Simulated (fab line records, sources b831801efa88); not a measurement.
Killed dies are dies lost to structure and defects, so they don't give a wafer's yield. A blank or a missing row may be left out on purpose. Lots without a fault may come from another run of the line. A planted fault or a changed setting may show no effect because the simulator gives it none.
Chamber matching | flow sky130 | SKY_POLY_GATE_ETCH_16 on rie_diel-04: 4 sister chambers
The step etches Si3N4 in CH3F/O2, stops on poly-Si, time 147.5 s, target depth 75 nm. 20 wafers are shown with their chamber, then 10 later ones without.

WAFERS WITH THEIR CHAMBER
wafer  | chamber | drypump_motor_current_A (A) | throttle_valve_pct (%) | oes_product_au (a.u.)
L074.2 | 0       | 5.4                         | 10.528                 | 0.642
L074.4 | 2       | 4.9                         | 10.533                 | 0.646
L074.5 | 0       | 5.4                         | 10.530                 | 0.641
L076.2 | 1       | 5.0                         | 10.531                 | 0.651
L076.4 | 2       | 4.9                         | 10.530                 | 0.641
L076.5 | 1       | 5.0                         | 10.526                 | 0.638
L077.2 | 2       | 4.9                         | 10.528                 | 0.642
L077.3 | 0       | 5.4                         | 10.516                 | 0.649
L077.5 | 1       | 4.9                         | 10.527                 | 0.638
L078.2 | 0       | 5.4                         | 10.533                 | 0.630
L078.4 | 1       | 4.9                         | 10.534                 | 0.629
L078.6 | 0       | 5.4                         | 10.541                 | 0.641
L081.1 | 2       | 4.9                         | 10.520                 | 0.640
L081.2 | 3       | 5.9                         | 10.551                 | 0.653
L081.6 | 3       | 6.0                         | 10.542                 | 0.639
L083.4 | 0       | 5.4                         | 10.544                 | 0.640
L083.5 | 2       | 4.9                         | 10.530                 | 0.646
L083.6 | 1       | 4.9                         | 10.539                 | 0.647
L086.2 | 0       | 5.4                         | 10.513                 | 0.634
L086.5 | 0       | 5.4                         | 10.521                 | 0.634

SIGNATURES (means of the wafers above)
reading                 | chamber 0 | chamber 1 | chamber 2 | chamber 3 | scatter within a chamber
drypump_motor_current_A | 5.400     | 4.940     | 4.900     | 5.950     | 0.0326
throttle_valve_pct      | 10.52825  | 10.53140  | 10.52820  | 10.54650  | 0.00837
oes_product_au          | 0.63887   | 0.64060   | 0.64300   | 0.64600   | 0.0065
Rule: a wafer's distance from a chamber is the root of the sum, over the readings, of the square of ((its reading less the chamber's mean) divided by the reading's scatter). The wafer belongs to the nearest chamber; if the next one is less than 2 further off, it can't be placed. The scatter: the root of (the sum of the squares of (reading less its chamber's mean) over the shown wafers, divided by (wafers less chambers)).

WAFERS WITHOUT THEIR CHAMBER
wafer  | drypump_motor_current_A (A) | throttle_valve_pct (%) | oes_product_au (a.u.)
L086.6 | 6.0                         | 10.528                 | 0.639
L088.1 | 6.0                         | 10.539                 | 0.649
L088.5 | 6.0                         | 10.541                 | 0.647
L088.6 | 4.9                         | 10.531                 | 0.661
L092.3 | 4.9                         | 10.531                 | 0.641
L092.4 | 6.0                         | 10.537                 | 0.636
L092.5 | 5.0                         | 10.524                 | 0.643
L097.1 | 4.9                         | 10.514                 | 0.641
L097.3 | 5.0                         | 10.510                 | 0.648
L097.5 | 4.9                         | 10.542                 | 0.636

WHICH CHAMBER EACH WENT THROUGH
wafer  | from the rows above     | in truth
L086.6 | 3                       | 3
L088.1 | 3                       | 3
L088.5 | 3                       | 3
L088.6 | can't be placed: 2 or 1 | 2
L092.3 | can't be placed: 2 or 1 | 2
L092.4 | 3                       | 3
L092.5 | can't be placed: 1 or 2 | 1
L097.1 | can't be placed: 2 or 1 | 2
L097.3 | can't be placed: 1 or 2 | 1
L097.5 | can't be placed: 1 or 2 | 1
Placed correctly: 4 of 10. Can't be placed from these rows: 6 (the true chamber is among the candidates in 6). Placed wrongly: 0.
